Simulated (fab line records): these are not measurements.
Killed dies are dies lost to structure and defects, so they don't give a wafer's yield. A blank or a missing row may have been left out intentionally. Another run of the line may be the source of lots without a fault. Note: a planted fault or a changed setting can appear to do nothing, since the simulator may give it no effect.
Check of tool commonality + flow gf180mcu + 12 lots and 45 wafers in the sample

REASON FOR OPENING
GF_PSD_TW_MEAS_11, reading PSD_TW: flagged on 3 of 12 lots. Fault-free wafers read 3191, with a standard deviation of 19.
Rule: a lot is flagged when every wafer of it that has a number lies more than 4 standard deviations from that mean, or none has a number. All remaining lots are regarded as sound.

| lot  | measured     | on           | PSD_TW, wafer by wafer        | flag    |
|------|--------------|--------------|-------------------------------|---------|
| L504 | day 14 03:06 | filmMetro-02 | 3193 3186 3187                |         |
| L505 | day 14 10:08 | filmMetro-02 | 3187 3173 3178                |         |
| L506 | day 14 23:01 | filmMetro-01 | 3145 3169 3164                |         |
| L508 | day 15 20:17 | filmMetro-03 | 4293 4277 4284 4272 4296 4295 | FLAGGED |
| L509 | day 16 04:31 | filmMetro-03 | 4280 4266 4259 4260 4255 4245 | FLAGGED |
| L510 | day 16 09:53 | filmMetro-01 | 4245 4264 4251 4261 4233 4237 | FLAGGED |
| L512 | day 17 04:01 | filmMetro-02 | 3205 3205 3193                |         |
| L518 | day 19 05:38 | filmMetro-02 | 3183 3217 3200                |         |
| L519 | day 19 15:11 | filmMetro-02 | 3216 3214 3209                |         |
| L523 | day 20 22:31 | filmMetro-03 | 3191 3205 3195                |         |
| L524 | day 21 10:49 | filmMetro-02 | 3190 3199 3197                |         |
| L527 | day 22 05:23 | filmMetro-02 | 3211 3209 3206                |         |
The numbers of the flagged lots are 4265 on average: +1074 against the usual, or +57 standard deviations.

WHICH TOOL EACH LOT WENT THROUGH
The record holds 3 process steps before the reading, out of a route of 602 steps. Every cell lists first the tool, next ch and the chambers used by the sampled wafers, and last the start.
| lot  | flag    | GF_NWELL_STRIP_10                  | GF_VT_IMPLANT_STRIP_09              | GF_NSD_COAT_02                   |
|------|---------|------------------------------------|-------------------------------------|----------------------------------|
| L504 |         | plasmaAsher-03 ch 0,1, day 3 06:20 | plasmaAsher-01 ch 0,1, day 5 14:41  | lithoTrack-02 ch 0, day 12 19:53 |
| L505 |         | plasmaAsher-04 ch 0,1, day 3 11:53 | plasmaAsher-01 ch 0,1, day 5 20:41  | lithoTrack-03 ch 0, day 13 03:19 |
| L506 |         | plasmaAsher-04 ch 0,1, day 3 17:20 | plasmaAsher-03 ch 0,1, day 6 02:11  | lithoTrack-03 ch 0, day 13 13:46 |
| L508 | FLAGGED | plasmaAsher-01 ch 0,1, day 4 06:38 | plasmaAsher-04 ch 0,1, day 6 16:48  | lithoTrack-03, day 14 10:19      |
| L509 | FLAGGED | plasmaAsher-03 ch 0,1, day 4 14:54 | plasmaAsher-03 ch 0, day 7 01:42    | lithoTrack-01, day 14 19:37      |
| L510 | FLAGGED | plasmaAsher-01 ch 0,1, day 4 17:39 | plasmaAsher-01 ch 0,1, day 7 06:00  | lithoTrack-02, day 15 00:32      |
| L512 |         | plasmaAsher-04 ch 0,1, day 5 02:50 | plasmaAsher-04 ch 0,1, day 7 16:15  | lithoTrack-01 ch 0, day 15 18:02 |
| L518 |         | plasmaAsher-03 ch 0,1, day 6 12:39 | plasmaAsher-01 ch 0,1, day 9 04:42  | lithoTrack-02 ch 0, day 17 17:21 |
| L519 |         | plasmaAsher-01 ch 1, day 6 20:21   | plasmaAsher-01 ch 0,1, day 9 14:18  | lithoTrack-02 ch 0, day 18 02:08 |
| L523 |         | plasmaAsher-03 ch 0,1, day 7 15:23 | plasmaAsher-04 ch 0,1, day 10 12:21 | lithoTrack-03 ch 0, day 19 08:35 |
| L524 |         | plasmaAsher-03 ch 0,1, day 7 23:09 | plasmaAsher-04 ch 0,1, day 10 20:39 | lithoTrack-01 ch 0, day 19 22:23 |
| L527 |         | plasmaAsher-03 ch 0,1, day 8 13:08 | plasmaAsher-01 ch 0,1, day 11 12:47 | lithoTrack-02 ch 0, day 20 17:14 |
These steps, and what they do:
- GF_NWELL_STRIP_10: strips in O2/N2.
- GF_VT_IMPLANT_STRIP_09: strips in O2/N2.
- GF_NSD_COAT_02: resist thk 1000 nm.
- GF_PSD_TW_MEAS_11

FLAGGED OVER TOTAL, TOOL BY TOOL (the gauges that took the reading come last)
| step                   | tool           | lots run | flagged | share of the flagged lots | sound lots run after its first flagged lot |
|------------------------|----------------|----------|---------|---------------------------|--------------------------------------------|
| GF_NWELL_STRIP_10      | plasmaAsher-01 | 3        | 2       | some                      | 1 (L519)                                   |
| GF_NWELL_STRIP_10      | plasmaAsher-03 | 6        | 1       | some                      | 4 (L518,L523,L524,L527)                    |
| GF_NWELL_STRIP_10      | plasmaAsher-04 | 3        | 0       | none                      | -                                          |
| GF_VT_IMPLANT_STRIP_09 | plasmaAsher-01 | 6        | 1       | some                      | 3 (L518,L519,L527)                         |
| GF_VT_IMPLANT_STRIP_09 | plasmaAsher-03 | 2        | 1       | some                      | 0                                          |
| GF_VT_IMPLANT_STRIP_09 | plasmaAsher-04 | 4        | 1       | some                      | 3 (L512,L523,L524)                         |
| GF_NSD_COAT_02         | lithoTrack-01  | 3        | 1       | some                      | 2 (L512,L524)                              |
| GF_NSD_COAT_02         | lithoTrack-02  | 5        | 1       | some                      | 3 (L518,L519,L527)                         |
| GF_NSD_COAT_02         | lithoTrack-03  | 4        | 1       | some                      | 1 (L523)                                   |
| GF_PSD_TW_MEAS_11      | filmMetro-01   | 2        | 1       | some                      | 0                                          |
| GF_PSD_TW_MEAS_11      | filmMetro-02   | 7        | 0       | none                      | -                                          |
| GF_PSD_TW_MEAS_11      | filmMetro-03   | 3        | 2       | some                      | 1 (L523)                                   |

WHAT THE TABLE ALLOWS
No row of the table ran every flagged lot.

WHAT HAD BEEN PUT IN BY THE SIMULATOR
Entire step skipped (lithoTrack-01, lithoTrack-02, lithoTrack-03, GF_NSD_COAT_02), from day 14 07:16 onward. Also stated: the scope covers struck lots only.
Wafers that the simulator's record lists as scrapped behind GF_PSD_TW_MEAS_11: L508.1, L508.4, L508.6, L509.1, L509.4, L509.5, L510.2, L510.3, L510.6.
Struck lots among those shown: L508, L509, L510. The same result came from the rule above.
